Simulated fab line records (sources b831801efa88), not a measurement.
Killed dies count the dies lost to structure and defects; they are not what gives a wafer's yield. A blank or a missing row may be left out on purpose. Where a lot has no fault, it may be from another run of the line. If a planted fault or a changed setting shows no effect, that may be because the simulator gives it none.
Split-lot experiment | flow sky130 | 5 lots, 23 wafers read, on a route of 708 steps

THE SPLIT ITSELF
At SKY_DNWELL_COAT_02 (resist thk 3000 nm), the setting resist thk nm was moved away from the recipe's 3000 nm on 8 of the 23 wafers read, by -5.9% to +5.8%. The other wafers ran this setting at the recipe's value.

FROM THE SPLIT TO THE READING: what the file shows between them, 3 steps
- SKY_DNWELL_SOFTBAKE_03
- SKY_DNWELL_EXPOSE_04: exposes mask DNM, target cd 3000 nm
- SKY_DNWELL_PEB_05

THE READING
DNWELL.cd nm (the simulator's own value, which no gauge read), in nm, at SKY_DNWELL_DEVELOP_06 (develop time 57.7 s). No usual value for it is given in the file. Average 2990 nm, standard deviation 4.6 nm, over the 15 wafers here run with the recipe.

wafer  | tool, chamber at the split | resist thk nm as run, nm | against the recipe | DNWELL.cd nm, nm | against lot-mates on the recipe
L074.2 | litho track-03, 0          | 3000                     | recipe             | 2988             | -
L074.3 | litho track-03, 0          | 3000                     | recipe             | 2987             | -
L074.4 | litho track-03, 0          | 3000                     | recipe             | 2984             | -
L075.1 | litho track-04, 0          | 2823                     | -5.9%              | 3006             | +11
L075.2 | litho track-04, 0          | 2823                     | -5.9%              | 3006             | +11
L075.3 | litho track-04, 0          | 3000                     | recipe             | 2996             | -
L075.5 | litho track-04, 0          | 3000                     | recipe             | 2994             | -
L075.6 | litho track-04, 0          | 2823                     | -5.9%              | 3003             | +8
L080.1 | litho track-01, 0          | 3000                     | recipe             | 2989             | -
L080.2 | litho track-01, 0          | 3000                     | recipe             | 2988             | -
L080.3 | litho track-01, 0          | 2879                     | -4.0%              | 2994             | +6
L080.4 | litho track-01, 0          | 2879                     | -4.0%              | 2998             | +10
L080.5 | litho track-01, 0          | 2879                     | -4.0%              | 2997             | +8
L083.1 | litho track-03, 0          | 3000                     | recipe             | 2988             | -
L083.3 | litho track-03, 0          | 3000                     | recipe             | 2988             | -
L083.2 | litho track-03, 0          | 3000                     | recipe             | 2986             | -
L083.5 | litho track-03, 0          | 3000                     | recipe             | 2986             | -
L083.6 | litho track-03, 0          | 3000                     | recipe             | 2986             | -
L085.1 | litho track-01, 0          | 3000                     | recipe             | 2998             | -
L085.2 | litho track-01, 0          | 3000                     | recipe             | 2996             | -
L085.3 | litho track-01, 0          | 3000                     | recipe             | 2997             | -
L085.4 | litho track-01, 0          | 3174                     | +5.8%              | 2984             | -13
L085.6 | litho track-01, 0          | 3174                     | +5.8%              | 2987             | -10

FIT RESULTS
A straight line over all 23 wafers: DNWELL.cd nm changes by -1.7 nm for each +1% of resist thk nm; r = -0.76; the points scatter about the line by 4.6 nm.
The same after taking each lot's own level away (the mean of its wafers on the recipe; 23 wafers): -1.85 nm for each +1%; r = -0.97; scatter 1.4 nm.
On that fit, the largest move of resist thk nm shifts the reading by 11 nm.
Across the lots, their own levels run from 2986.3 to 2997.0 nm, a range of 2.3 times the standard deviation given above.
So the lot-to-lot level blurs the effect unless lot-mates are compared.
Check: +10.7 nm against its lot-mates is what the line predicts for one of the wafers moved furthest among these (-5.9%) when that wafer is left out of the fit. It came out at +11 nm against them.

THE WHOLE CHAIN: every reading that the file lists as answering this split, in the file's order
step                  | what it does        | reading                                                                        | change (the file's fit)              | r (the file's)
SKY_DNWELL_COAT_02    | resist thk 3000 nm  | coat_of_DNWELL_COAT_02.thk nm (the simulator's own value, which no gauge read) | +30.4 nm for each +1% of the setting | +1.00
SKY_DNWELL_DEVELOP_06 | develop time 57.7 s | DNWELL.cd nm (the simulator's own value, which no gauge read)                  | -1.84 nm for each +1% of the setting | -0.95
SKY_DNWELL_STRIP_08   | strips in O2/N2     | strip time to endpoint s                                                       | withheld for each +1% of the setting | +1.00

FILE'S OWN FIT
DNWELL.cd nm changes by -1.84 nm for each +1% of resist thk nm, r = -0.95.
